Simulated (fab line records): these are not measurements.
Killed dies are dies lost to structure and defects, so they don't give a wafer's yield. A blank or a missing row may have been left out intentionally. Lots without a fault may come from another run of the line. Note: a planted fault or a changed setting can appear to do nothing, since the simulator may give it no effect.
The tool behind it: which one?	flow sfq_line	12 lots with 36 wafers sampled at 4 steps, on a route of 325 steps

WHAT THE GAUGES SHOWED, per wafer
SFQ_M1_RS_MEAS_909: the measuring method here is four-point-probe.
lot	measured	on	M1_NB_RS (ohm/sq)
L986	day 13 12:32	film_metro-01	0.899 0.899 0.907
L987	day 13 15:17	film_metro-02	0.872 0.878 0.881
L988	day 14 03:23	film_metro-04	0.895 0.886 0.891
L989	day 14 10:35	film_metro-04	0.891 0.877 0.891
L990	day 14 15:24	film_metro-01	0.905 0.892 0.887
L991	day 14 23:48	film_metro-01	0.893 0.905 0.900
L992	day 15 04:35	film_metro-04	0.897 0.899 0.901
L101	day 17 12:22	film_metro-02	0.880 1.584 1.536
L102	day 17 19:38	film_metro-02	1.517 1.528 0.867
L103	day 18 01:35	film_metro-01	0.915 0.906 0.892
L104	day 18 09:30	film_metro-02	0.884 0.880 0.897
L108	day 20 03:46	film_metro-04	0.897 0.897 0.889

TOOL THAT RAN EACH LOT (tool first, then ch and the chambers of the sampled wafers, then the start)
lot	SFQ_TRILAYER_L0_VIA_STRIP_STRIP_017	SFQ_TRILAYER_M0_STRIP_STRIP_025	SFQ_TRILAYER_M1_DEP_SPUTTER_037
L986	rie_metal-03 ch 0,1, day 8 02:48	rie_metal-04 ch 0,1, day 8 18:55	pvd_sputter-03, day 13 12:25
L987	rie_metal-01 ch 0,1, day 8 17:24	rie_metal-03 ch 0,1, day 9 09:19	pvd_sputter-04, day 13 15:08
L988	rie_metal-04 ch 0,1, day 8 23:12	rie_metal-02 ch 0,1, day 9 10:19	pvd_sputter-06, day 14 03:18
L989	rie_metal-04 ch 0,1, day 9 05:37	rie_metal-03 ch 0,1, day 9 13:55	pvd_sputter-03, day 14 10:29
L990	rie_metal-04 ch 0,1, day 9 10:46	rie_metal-04 ch 0, day 9 18:43	pvd_sputter-03, day 14 15:17
L991	rie_metal-01 ch 1, day 9 16:46	rie_metal-02 ch 0, day 10 01:28	pvd_sputter-03, day 14 23:41
L992	rie_metal-03 ch 0,1, day 9 20:22	rie_metal-04 ch 0,1, day 10 02:40	pvd_sputter-03, day 15 04:29
L101	rie_metal-03 ch 0,1, day 12 09:01	rie_metal-04 ch 0, day 12 12:34	pvd_sputter-04, day 17 12:17
L102	rie_metal-04 ch 0,1, day 12 17:37	rie_metal-02 ch 0,1, day 12 21:09	pvd_sputter-04, day 17 19:29
L103	rie_metal-03 ch 0, day 13 00:37	rie_metal-02 ch 0,1, day 13 04:36	pvd_sputter-03, day 18 01:29
L104	rie_metal-03 ch 1, day 13 15:16	rie_metal-04 ch 0,1, day 13 18:52	pvd_sputter-03, day 18 09:25
L108	rie_metal-01 ch 0,1, day 14 18:01	rie_metal-03 ch 0,1, day 19 15:07	pvd_sputter-06, day 20 03:39
- SFQ_TRILAYER_L0_VIA_STRIP_STRIP_017: strips in O2.
- SFQ_TRILAYER_M0_STRIP_STRIP_025: strips in O2.
- SFQ_TRILAYER_M1_DEP_SPUTTER_037: material Nb, target thk 200 nm, time 133.3 s.

WHAT THE TOOLS THEMSELVES READ (means of the sampled wafers that have a number; where no wafer has one, the mark that the record gives instead)
SFQ_TRILAYER_L0_VIA_STRIP_STRIP_017.
lot	tool	drypump_motor_current_A (A)	oes_product_au (a.u.)
L986	rie_metal-03	5.2	0.998
L987	rie_metal-01	6.1	0.992
L988	rie_metal-04	5.8	1.005
L989	rie_metal-04	5.8	1.007
L990	rie_metal-04	5.8	1.001
L991	rie_metal-01	6.6	0.992
L992	rie_metal-03	5.2	1.000
L101	rie_metal-03	5.1	0.998
L102	rie_metal-04	5.8	1.008
L103	rie_metal-03	5.1	1.000
L104	rie_metal-03	5.2	0.995
L108	rie_metal-01	5.6	1.005

SFQ_TRILAYER_M0_STRIP_STRIP_025.
lot	tool	drypump_motor_current_A (A)	oes_product_au (a.u.)
L986	rie_metal-04	5.8	0.999
L987	rie_metal-03	5.2	0.999
L988	rie_metal-02	5.3	0.996
L989	rie_metal-03	5.2	1.007
L990	rie_metal-04	5.7	0.995
L991	rie_metal-02	5.0	0.993
L992	rie_metal-04	5.8	1.007
L101	rie_metal-04	5.7	1.010
L102	rie_metal-02	5.2	1.000
L103	rie_metal-02	5.2	0.995
L104	rie_metal-04	5.8	1.006
L108	rie_metal-03	5.2	1.005

SFQ_TRILAYER_M1_DEP_SPUTTER_037.
lot	tool	throttle_valve_pct (%)
L986	pvd_sputter-03	29.6
L987	pvd_sputter-04	30.2
L988	pvd_sputter-06	30.4
L989	pvd_sputter-03	29.1
L990	pvd_sputter-03	29.5
L991	pvd_sputter-03	30.2
L992	pvd_sputter-03	30.2
L101	pvd_sputter-04	31.1
L102	pvd_sputter-04	29.8
L103	pvd_sputter-03	29.8
L104	pvd_sputter-03	29.1
L108	pvd_sputter-06	30.5

THE ANSWER, worked out from the rows above alone
Rule: the usual values come from the lots themselves. The widest of any qualifying gaps counts: lots, ordered by their means at a reading, are off when they make up no more than a third of the lots, leave a main group of 4 or more, and stand apart from it by 3 or more times the standard deviation of that group's means. Not used: any main group whose means are identical at the precision the tables above print for the reading. A lot without any number at a reading at which 4 lots or more have one is off too. Where the step has rows for the other lots, those lots are counted as sound. Order of review: gauges by route order, followed by the tools' own readings, for which a lot's mean as printed above is used. At the first step where some lot is off, the reading lying furthest off is the one used; lots without a number count as furthest.
Off: at SFQ_M1_RS_MEAS_909 (M1_NB_RS), L101, L102. The main group: mean 0.893 ohm/sq, standard deviation 0.0079.
If a tool, at a process step before that reading, ran all the lots that are off and no sound lot after the first of them, it fits. Gauges at SFQ_M1_RS_MEAS_909: tried the same way as those tools. One candidate fits, namely pvd_sputter-04 at SFQ_TRILAYER_M1_DEP_SPUTTER_037. A fault onset in the window from L987 (day 13 15:08, its last sound lot) to L101 (day 17 12:17, its first lot off) fits.

WHAT THE SIMULATOR HAD INSERTED
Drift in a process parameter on pvd_sputter-04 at SFQ_TRILAYER_M1_DEP_SPUTTER_037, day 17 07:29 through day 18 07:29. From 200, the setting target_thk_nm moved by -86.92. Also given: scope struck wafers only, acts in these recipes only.
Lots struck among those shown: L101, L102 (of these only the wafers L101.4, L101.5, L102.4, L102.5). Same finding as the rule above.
